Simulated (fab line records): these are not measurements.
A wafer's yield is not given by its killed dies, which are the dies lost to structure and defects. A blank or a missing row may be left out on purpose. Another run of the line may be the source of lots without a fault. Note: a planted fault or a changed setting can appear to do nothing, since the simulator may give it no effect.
fab line records	flow sky130
record: lots: 13	wafers: 39	last_day: 50
route steps=708 shown NWELL@76 VT_ADJUST_HVTP@93 VT_ADJUST_LVTN@117 VT_ADJUST_NCORE@129 VT_ADJUST_HVTR@139
lots with no fault: from the same line, run without faults
start_h: start of the lot's first displayed wafer, in hours after the record's first day	wait_h: hours from the lot's prior step to this one	" repeats the value in the row above	L1.1+2: a single row standing in for several wafers	- value missing, or start not given	* or withheld: withheld	< > ~ a bound
route shown NAME@n: names a module that has steps shown in the file, with the first one's number in the route	usual: mean and standard deviation over wafers with no fault	same: alike in all rows	chamber/n: place in a boat	sites: per-site readings	_std_site: their standard deviation	_edge_site: mean of outer sites minus mean of inner sites	radius_mm: how far each site lies from the wafer's centre	mask NAME#n: copy n	behind: the most recent tool/chamber to have shaped the wafer	hold: what put the lot on hold/how long, in hours/how the hold closed	device: names the non-switching transistor (n, p or np)	end of line: at the end of the route, the tests of the same wafers	where a step has no rows: the recipe by itself	killed: dies that structure and defects cost at the first sort, which is not the same as the wafer's yield	map: shows each die of a wafer: x if killed, . if not, _ if none is there
set.NAME: the run value of the setting; set.NAME@STEP: its run value at that earlier step	model.NAME: the simulator's own value behind a step, which no gauge read
the route's steps for a sample of lots (tables are steps, rows are wafers)
services: the hour from which a tool's chamber was out of use, counted from the record's first day as start_h (under 0 if before that day), plus the number of hours and why
== steps ==
step: SKY_NWELL_OVL_MEAS_23
usual: NWELL_01_OVL: 0.3/1.2
lot.wafer	tool	chamber	start_h	wait_h	NWELL_01_OVL[nm]
L259.1	overlay-01	-	107.55	-	-3.8
L259.4	"	-	"	"	-1.1
L259.6	"	-	"	"	-1.6
L260.1	overlay-01	-	117.40	-	-0.3
L260.3	"	-	"	"	-2.2
L260.4	"	-	"	"	-0.9
L262.2	overlay-01	-	123.85	-	1.7
L262.5	"	-	"	"	0.5
L262.6	"	-	"	"	-0.5
L264.1	overlay-01	-	141.27	-	-0.9
L264.3	"	-	"	"	1.5
L264.4	"	-	"	"	0.6
L265.1	overlay-02	-	149.10	-	1.3
L265.3	"	-	"	"	0.8
L265.6	"	-	"	"	0.8
L266.2	overlay-01	-	152.07	-	2.0
L266.5	"	-	"	"	1.4
L266.6	"	-	"	"	0.7
L267.1	overlay-01	-	158.95	-	1.7
L267.2	"	-	"	"	2.6
L267.5	"	-	"	"	3.5
L275.1	overlay-01	-	208.05	-	0.0
L275.2	"	-	"	"	0.6
L275.6	"	-	"	"	1.3
L276.2	overlay-01	-	212.96	-	0.2
L276.4	"	-	"	"	-0.7
L276.5	"	-	"	"	-0.7
L277.1	overlay-01	-	215.95	-	0.1
L277.3	"	-	"	"	-1.0
L277.4	"	-	"	"	0.6
L278.3	overlay-01	-	223.57	-	0.8
L278.5	"	-	"	"	-1.6
L278.6	"	-	"	"	-0.9
L279.1	overlay-02	-	229.12	-	1.6
L279.4	"	-	"	"	0.5
L279.6	"	-	"	"	-0.1
L281.2	overlay-01	-	244.15	-	0.6
L281.3	"	-	"	"	-0.5
L281.4	"	-	"	"	-0.5
step: SKY_VT_ADJUST_HVTP_OVL_MEAS_08
usual: VT_ADJUST_HVTP_OVL: -0.7/1.4
lot.wafer	tool	chamber	start_h	wait_h	VT_ADJUST_HVTP_OVL[nm]
L259.1	overlay-02	-	126.69	0.1	-2.8
L259.4	"	-	"	"	-2.5
L259.6	"	-	"	"	0.6
L260.1	overlay-02	-	137.22	0.1	-3.3
L260.3	"	-	"	"	-3.0
L260.4	"	-	"	"	-2.3
L262.2	overlay-01	-	143.60	0.1	-0.4
L262.5	"	-	"	"	0.3
L262.6	"	-	"	"	-1.6
L264.1	overlay-01	-	161.39	0.1	-1.6
L264.3	"	-	"	"	1.3
L264.4	"	-	"	"	0.1
L265.1	overlay-02	-	169.44	0.1	-2.0
L265.3	"	-	"	"	-1.6
L265.6	"	-	"	"	-2.4
L266.2	overlay-01	-	172.95	0.1	0.7
L266.5	"	-	"	"	-0.9
L266.6	"	-	"	"	0.2
L267.1	overlay-02	-	179.19	0.1	0.9
L267.2	"	-	"	"	2.4
L267.5	"	-	"	"	1.0
L275.1	overlay-01	-	231.29	0.1	0.0
L275.2	"	-	"	"	-1.0
L275.6	"	-	"	"	-0.5
L276.2	overlay-01	-	236.10	0.1	0.1
L276.4	"	-	"	"	-2.8
L276.5	"	-	"	"	-1.1
L277.1	overlay-01	-	239.29	0.1	-1.5
L277.3	"	-	"	"	-0.7
L277.4	"	-	"	"	-1.4
L278.3	overlay-02	-	246.60	0.1	2.2
L278.5	"	-	"	"	0.0
L278.6	"	-	"	"	1.7
L279.1	overlay-01	-	252.89	0.1	0.3
L279.4	"	-	"	"	-0.7
L279.6	"	-	"	"	-0.6
L281.2	overlay-02	-	268.77	0.1	-2.2
L281.3	"	-	"	"	-0.3
L281.4	"	-	"	"	-1.3
step: SKY_VT_ADJUST_LVTN_STRIP_20
recipe: chemistry: O2/N2	power_w: 1400	pressure_mtorr: 1500	platen_temp_c: withheld	o2_flow_sccm: 3000	n2_flow_sccm: 300	overash_fraction: 0.5
usual: drypump_motor_current_A: 5.6/0.5	oes_product_au: 0.715/0.0042	strip_time_to_endpoint_s: 14.16/0.039
lot.wafer	tool	chamber	start_h	wait_h	drypump_motor_current_A	oes_product_au	rf_hours_counter_h	strip_time_to_endpoint_s
L259.1	plasma_asher-01	0	166.04	0.1	4.9	0.709	35	14.16
L259.4	"	0	"	"	4.9	0.713	-	14.18
L259.6	"	0	"	"	4.9	0.716	-	14.14
L260.1	plasma_asher-03	0	177.16	0.1	6.0	0.715	50	14.14
L260.3	"	1	"	"	5.9	0.725	-	14.12
L260.4	"	0	"	"	6.1	0.716	-	14.11
L262.2	plasma_asher-02	0	183.59	0.1	5.0	0.725	48	14.15
L262.5	"	1	"	"	5.6	0.723	-	14.13
L262.6	"	0	"	"	5.0	0.719	-	14.15
L264.1	plasma_asher-01	1	203.39	0.1	6.1	0.713	38	14.13
L264.3	"	1	"	"	6.1	0.717	-	14.13
L264.4	"	0	"	"	4.9	0.711	-	14.13
L265.1	plasma_asher-01	0	212.80	0.1	4.8	0.710	39	14.11
L265.3	"	0	"	"	4.9	0.716	-	14.11
L265.6	"	1	"	"	6.1	0.707	-	14.11
L266.2	plasma_asher-01	1	215.79	0.1	6.1	0.934	39	-
L266.5	"	0	"	"	4.9	0.939	-	-
L266.6	"	1	"	"	6.1	0.938	-	-
L267.1	plasma_asher-03	0	223.45	0.1	6.0	0.711	55	14.20
L267.2	"	1	"	"	5.9	0.718	55	14.16
L267.5	"	0	"	"	6.1	0.705	-	14.18
L275.1	plasma_asher-01	1	280.99	0.1	6.0	0.711	46	14.21
L275.2	"	0	"	"	4.8	0.713	46	14.19
L275.6	"	0	"	"	4.9	0.713	-	14.23
L276.2	plasma_asher-03	1	285.46	0.1	5.9	0.714	61	14.19
L276.4	"	1	"	"	5.9	0.722	-	14.20
L276.5	"	1	"	"	5.9	0.720	-	14.15
L277.1	plasma_asher-01	1	287.85	0.1	6.0	0.719	47	14.15
L277.3	"	1	"	"	6.0	0.718	-	14.16
L277.4	"	0	"	"	4.9	0.717	-	14.16
L278.3	plasma_asher-02	1	296.19	0.1	5.5	0.716	-	14.10
L278.5	"	0	"	"	4.9	0.713	-	14.13
L278.6	"	1	"	"	5.5	0.720	-	14.17
L279.1	plasma_asher-03	1	304.76	0.1	5.9	0.716	63	14.20
L279.4	"	0	"	"	6.0	0.726	-	14.19
L279.6	"	1	"	"	5.9	0.716	-	14.18
L281.2	plasma_asher-02	1	321.45	0.1	5.5	0.717	60	14.20
L281.3	"	0	"	"	4.9	0.719	-	14.17
L281.4	"	1	"	"	5.6	0.713	-	14.19
step: SKY_VT_ADJUST_NCORE_STRIP_10
recipe: chemistry: O2/N2	power_w: 1400	pressure_mtorr: 1500	platen_temp_c: withheld	o2_flow_sccm: 3000	n2_flow_sccm: 300	overash_fraction: 0.5
usual: drypump_motor_current_A: 5.7/0.66	oes_product_au: 0.716/0.0054	strip_time_to_endpoint_s: 14.18/0.035
lot.wafer	tool	chamber	start_h	wait_h	drypump_motor_current_A	oes_product_au	rf_hours_counter_h	strip_time_to_endpoint_s
L259.1	plasma_asher-04	1	188.06	0.1	5.3	0.706	7	14.21
L259.4	"	1	"	"	5.3	0.724	-	14.27
L259.6	"	1	"	"	5.3	0.723	-	14.22
L260.1	plasma_asher-02	1	198.80	0.1	5.6	0.709	49	14.17
L260.3	"	0	"	"	4.9	0.713	-	14.21
L260.4	"	1	"	"	5.5	0.713	-	14.18
L262.2	plasma_asher-01	1	205.28	0.1	6.1	0.713	38	14.21
L262.5	"	1	"	"	6.0	0.714	-	14.20
L262.6	"	0	"	"	4.9	0.709	-	14.16
L264.1	plasma_asher-04	1	225.65	0.1	5.3	0.707	10	14.23
L264.3	"	1	"	"	5.3	0.700	-	14.19
L264.4	"	0	"	"	6.6	0.718	-	14.20
L265.1	plasma_asher-04	0	235.11	0.1	6.6	0.709	11	14.15
L265.3	"	0	"	"	6.6	0.715	-	14.19
L265.6	"	1	"	"	5.3	0.720	-	14.21
L266.2	plasma_asher-04	0	238.77	0.1	6.6	0.721	12	19.70
L266.5	"	0	"	"	6.6	0.723	-	19.71
L266.6	"	1	"	"	5.3	0.715	-	19.65
L267.1	plasma_asher-04	1	246.26	0.1	5.3	0.715	12	14.15
L267.2	"	0	"	"	6.5	0.706	12	14.13
L267.5	"	0	"	"	6.6	0.718	-	14.11
L275.1	plasma_asher-04	1	307.77	0.1	5.3	0.710	18	14.21
L275.2	"	0	"	"	6.6	0.708	18	14.24
L275.6	"	1	"	"	5.3	0.723	-	14.21
L276.2	plasma_asher-04	0	311.36	0.1	6.6	0.713	19	14.23
L276.4	"	0	"	"	6.6	0.719	-	14.20
L276.5	"	1	"	"	5.3	0.714	-	14.21
L277.1	plasma_asher-04	1	314.26	0.1	5.3	0.711	19	14.17
L277.3	"	0	"	"	6.6	0.721	-	14.20
L277.4	"	1	"	"	5.3	0.707	-	14.22
L278.3	plasma_asher-01	0	322.69	0.1	4.9	0.721	-	14.20
L278.5	"	1	"	"	6.1	0.708	-	14.14
L278.6	"	0	"	"	4.9	0.715	-	14.21
L279.1	plasma_asher-01	0	331.25	0.1	4.9	0.718	51	14.14
L279.4	"	0	"	"	4.9	0.714	-	14.16
L279.6	"	1	"	"	6.1	0.716	-	14.16
L281.2	plasma_asher-04	0	348.40	0.1	6.6	0.719	22	14.17
L281.3	"	0	"	"	6.6	0.714	-	14.17
L281.4	"	1	"	"	5.3	0.721	-	14.16
step: SKY_VT_ADJUST_NCORE_TW_MEAS_11
usual: VT_ADJUST_NCORE_TW: 219.2/2
lot.wafer	tool	chamber	start_h	wait_h	VT_ADJUST_NCORE_TW
L259.1	film_metro-03	-	188.16	0.1	218.3
L259.4	"	-	"	"	218.8
L259.6	"	-	"	"	219.0
L260.1	film_metro-02	-	198.90	0.1	217.0
L260.3	"	-	"	"	216.5
L260.4	"	-	"	"	217.4
L262.2	film_metro-02	-	205.39	0.1	216.4
L262.5	"	-	"	"	217.8
L262.6	"	-	"	"	215.0
L264.1	film_metro-04	-	225.75	0.1	220.3
L264.3	"	-	"	"	220.9
L264.4	"	-	"	"	221.1
L265.1	film_metro-02	-	235.21	0.1	217.9
L265.3	"	-	"	"	216.6
L265.6	"	-	"	"	216.8
L266.2	film_metro-03	-	238.88	0.1	30.0
L266.5	"	-	"	"	30.0
L266.6	"	-	"	"	29.9
L267.1	film_metro-03	-	246.36	0.1	217.8
L267.2	"	-	"	"	219.4
L267.5	"	-	"	"	219.2
L275.1	film_metro-03	-	307.87	0.1	220.6
L275.2	"	-	"	"	220.3
L275.6	"	-	"	"	219.5
L276.2	film_metro-03	-	311.47	0.1	219.6
L276.4	"	-	"	"	220.5
L276.5	"	-	"	"	219.3
L277.1	film_metro-02	-	314.36	0.1	217.1
L277.3	"	-	"	"	216.4
L277.4	"	-	"	"	216.9
L278.3	film_metro-03	-	322.78	0.1	220.0
L278.5	"	-	"	"	220.4
L278.6	"	-	"	"	220.5
L279.1	film_metro-04	-	331.35	0.1	221.6
L279.4	"	-	"	"	221.5
L279.6	"	-	"	"	221.4
L281.2	film_metro-02	-	348.51	0.1	217.0
L281.3	"	-	"	"	217.2
L281.4	"	-	"	"	216.1
step: SKY_VT_ADJUST_HVTR_OVL_MEAS_08
usual: VT_ADJUST_HVTR_OVL: -0.4/1.3
lot.wafer	tool	chamber	start_h	wait_h	VT_ADJUST_HVTR_OVL[nm]
L259.1	overlay-01	-	210.27	0.1	-1.1
L259.4	"	-	"	"	-0.3
L259.6	"	-	"	"	-3.2
L260.1	overlay-02	-	220.94	0.1	2.8
L260.3	"	-	"	"	2.5
L260.4	"	-	"	"	1.0
L262.2	overlay-01	-	227.15	0.1	0.1
L262.5	"	-	"	"	-1.1
L262.6	"	-	"	"	0.9
L264.1	overlay-02	-	249.08	0.1	0.3
L264.3	"	-	"	"	-2.4
L264.4	"	-	"	"	-1.7
L265.1	overlay-01	-	258.97	0.1	0.6
L265.3	"	-	"	"	-0.6
L265.6	"	-	"	"	-0.1
L266.2	overlay-02	-	262.38	0.1	-2.4
L266.5	"	-	"	"	-1.8
L266.6	"	-	"	"	0.7
L267.1	overlay-02	-	269.32	0.1	-0.3
L267.2	"	-	"	"	0.5
L267.5	"	-	"	"	-1.0
L275.1	overlay-02	-	333.57	0.1	1.3
L275.2	"	-	"	"	1.0
L275.6	"	-	"	"	0.1
L276.2	overlay-01	-	337.72	0.1	-1.8
L276.4	"	-	"	"	-0.7
L276.5	"	-	"	"	-0.8
L277.1	overlay-02	-	340.07	0.1	-0.9
L277.3	"	-	"	"	-2.1
L277.4	"	-	"	"	-0.7
L278.3	overlay-01	-	349.40	0.1	0.8
L278.5	"	-	"	"	-2.2
L278.6	"	-	"	"	-0.2
L279.1	overlay-01	-	357.72	0.1	-0.7
L279.4	"	-	"	"	2.3
L279.6	"	-	"	"	0.8
L281.2	overlay-01	-	376.43	0.1	-1.1
L281.3	"	-	"	"	-1.4
L281.4	"	-	"	"	-1.5
== services ==
tool	chamber	start_h	hours	kind
plasma_asher-02	-	215.61	13.1	repair
plasma_asher-03	-	338.23	4.0	repair
== key ==
first_sign: step: SKY_VT_ADJUST_LVTN_STRIP_20	reading: oes_product_au	direction: up	sigmas: 53	usual: 0.715	struck: 0.937
effect: step: SKY_VT_ADJUST_NCORE_STRIP_10	reading: strip_time_to_endpoint_s	direction: up	sigmas: 99+	usual: *	struck: *
effect: step: SKY_VT_ADJUST_NCORE_TW_MEAS_11	reading: VT_ADJUST_NCORE_TW	direction: down	sigmas: 95	usual: 219.2	struck: 30.0
met_at SKY_VT_ADJUST_LVTN_STRIP_20
struck_lots L266
sort_left_out L266.2,L266.5,L266.6
tester_left_out L266
not_acting_at SKY_NWELL_OVL_MEAS_23,SKY_VT_ADJUST_HVTP_OVL_MEAS_08,SKY_VT_ADJUST_HVTR_OVL_MEAS_08
onset_between 212.80 215.79
fault: kind: strip_aborted	tool: plasma_asher-01	chamber: -	onset_h: 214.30	steps: SKY_VT_ADJUST_LVTN_STRIP_20	offset: 0.59408	end_h: 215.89
tester_left_out: of these lots the tester's yield and bins aren't shown, on N5 and GAA mostly nor the transistor test; their killed dies are dies lost to structure and defects alone, not to doping, threshold or leakage, so they don't give the yield
sort_left_out: the simulated sort isn't trusted on such a fault, so these wafers' sort isn't shown, and their yield isn't known
